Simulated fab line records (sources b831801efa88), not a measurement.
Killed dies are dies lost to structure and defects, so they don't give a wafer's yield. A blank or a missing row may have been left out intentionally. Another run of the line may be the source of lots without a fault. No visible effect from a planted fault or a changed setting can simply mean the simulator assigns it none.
A struck lot beside a sound one ; flow sky130 ; 26 steps out of a route of 708
Sound: the wafers L143.1, L143.3, L143.5. The struck wafers were L148.1, L148.5, L148.6. The cause comes at the end.
Each step with rows lists, per side, the tool, then ch with its chambers, then its first start. Under that, the readings that differ: sound wafers ; struck wafers ; difference of the means ; sigmas: that difference in standard deviations of wafers without a fault.
alike: same words and numbers on both sides, and readings whose means sit less than 2 such deviations apart. not compared: any withheld reading, any reading some wafer has no value for, any bound like >300 that may hide the same value, and any number with overlapping values for which the record gives no deviation.
A row with sigmas, a row that says differs or no value, or rows on one side alone: a step with any of these is where the two part. Numbers that don't overlap but have no deviation are shown without sigmas and don't part them. A reading that every wafer of one side lacks parts them only if that side has two wafers or more.

first, 10 steps without rows for these wafers: SKY_SONOS_ONO_COAT_08 (resist thk 1140 nm); SKY_SONOS_ONO_SOFTBAKE_09 (time 60 s); SKY_SONOS_ONO_EXPOSE_10 (exposes mask ONOM, target cd 410 nm); SKY_SONOS_ONO_PEB_11; SKY_SONOS_ONO_DEVELOP_12 (develop time 60 s); SKY_SONOS_ONO_ETCH_15 (etches the open film in CHF3/O2, target depth 19.52 nm, time 7.8 s); SKY_SONOS_ONO_WET_ETCH_16 (etches SiO2 in dHF, target depth 14 nm, time 280 s); SKY_SONOS_ONO_STRIP_17 (strips in O2/N2); SKY_SONOS_ONO_WET_ETCH_18 (etches Si3N4 in H3PO4, target depth 15 nm, time 172 s); SKY_GATE_OXIDE_CLEAN_00 (cleans in SC1/SC2, time 150 s).
SKY_GATE_OXIDE_OXIDATION_01: stabilise 600 s, purge 300 s, target thk 10.268 nm.
  sound on furnace-01 ch 0, day 12 09:45; struck on furnace-01 ch 0, day 14 16:17
reading;sound;struck;difference;sigmas
spike-tc-bottom-C (C);923.9 923.4 922.6;947.4 948.5 948.2;+24.7;+10
spike-tc-centre-C (C);901.3 899.8 902.0;926.0 925.7 925.4;+24.7;+22
spike-tc-lower-C (C);902.2 902.0 901.8;928.9 926.5 928.1;+25.8;+26
spike-tc-top-C (C);912.3 908.7 909.4;936.3 935.7 936.4;+26.0;+14
spike-tc-upper-C (C);901.8 901.3 898.2;927.4 926.5 926.3;+26.3;+27
tube-center-temp-C (C);899.98 900.06 900.11;925.46 925.61 925.46;+25.46;+99 or more
tube_center_temp_C_max;902.2 902.4 902.0;927.7 927.5 928.2;+25.6;+69
model.SiO2_of_GATE_OXIDE_OXIDATION_01.thk-nm (nm);10.45 10.29 10.59;13.48 13.43 13.39;+2.99;
  alike: zone-power-centre-pct
SKY_GATE_OXIDE_THK_MEAS_02:
  struck on film-metro-01, day 14 17:41; sound on film-metro-03, day 12 11:10
reading;sound;struck;difference;sigmas
GATE_OXIDE_OXIDATION_00_THK (nm);10.48 10.32 10.64;13.48 13.40 13.36;+2.93;+17
then, 11 steps without rows for these wafers: SKY_GATE_OXIDE_DEHYDRATE_03 (time 60 s); SKY_GATE_OXIDE_HMDS_04 (prime time 60 s); SKY_GATE_OXIDE_COAT_05 (resist thk 1140 nm); SKY_GATE_OXIDE_SOFTBAKE_06 (time 60 s); SKY_GATE_OXIDE_EXPOSE_07 (exposes mask LVOM, target cd 600 nm); SKY_GATE_OXIDE_PEB_08; SKY_GATE_OXIDE_DEVELOP_09 (develop time 60 s); SKY_GATE_OXIDE_IMPLANT_11; SKY_GATE_OXIDE_WET_ETCH_12 (etches SiO2 in dHF, target depth 16.8 nm, time 336 s); SKY_GATE_OXIDE_STRIP_13 (strips in O2/N2); SKY_GATE_OXIDE_CLEAN_15 (cleans in SC1/SC2, time 150 s).
SKY_GATE_OXIDE_OXIDATION_16: stabilise 600 s, purge 300 s, target thk 3.57 nm.
  sound on furnace-02 ch 0, day 13 13:08; struck on furnace-02 ch 0, day 15 21:14
reading;sound;struck;difference;sigmas
model.SiO2_of_GATE_OXIDE_OXIDATION_01.thk-nm (nm);11.75 11.6 11.85;14.63 14.61 14.57;+2.87;
  alike: ox-temp-c, spike-tc-bottom-C, spike-tc-centre-C, spike-tc-lower-C, spike-tc-top-C, spike-tc-upper-C, tube-center-temp-C, tube_center_temp_C_max, zone-power-centre-pct
then, 1 step without rows for these wafers: SKY_POLY_GATE_CVD_00 (deposits poly-Si, target thk 180 nm, time 720 s).
-- the record jumps here: 31 days lie between the struck wafers' starts before and after (it left off in module POLY_GATE and takes up again in module PAD_OPEN, whose first step shown is number 708 of the route) --
SKY_PAD_OPEN_PROBE_99:
  struck on prober-01, day 47 02:55; sound on prober-01, day 45 01:38
reading;sound;struck;difference;sigmas
model.etest.nfet_16v.r-on-ohm-um;1.439e+04 1.423e+04 1.453e+04;1.616e+04 1.621e+04 1.625e+04;+1.823e+03;
model.etest.pfet_16v.r-on-ohm-um;1.521e+04 1.519e+04 1.573e+04;1.578e+04 1.589e+04 1.599e+04;+5.100e+02;
model.etest.tip-sonos.rs-ohm-sq;2646 2655 2702;3546 3505 3466;+838;
model.etest.pfet-g5v0d10v5.r-on-ohm-um;4829 4797 4821;5324 5341 5376;+531;
model.etest.nfet-g5v0d10v5.r-on-ohm-um;1912 1918 1936;2131 2148 2115;+209;
model.etest.tip-p.rs-ohm-sq;6783 6791 6780;6862 6828 6836;+57;
model.etest.nfet-g5v0d10v5.drive-ua-um;594.3 601.5 589.4;482.3 483.6 487.3;-110.7;
model.etest.nfet_05v0_nvt.drive-ua-um;572.1 571.5 563.7;465.4 465.9 470;-102.0;
  alike: killed_at_M0_to_M3, killed_at_M4_up, killed-at-contacts, killed-at-front-end, killed-at-other, killed-dies, killed-open, killed-short

## WHERE THEY PART
Earliest at SKY_GATE_OXIDE_OXIDATION_01; latest, in this record, at SKY_GATE_OXIDE_THK_MEAS_02. Later steps at which nothing parts them and some readings are alike: SKY_GATE_OXIDE_OXIDATION_16, SKY_PAD_OPEN_PROBE_99.

WHY: whatever the simulator had introduced
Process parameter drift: furnace-01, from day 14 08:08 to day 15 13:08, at SKY_GATE_OXIDE_OXIDATION_01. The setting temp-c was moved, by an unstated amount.
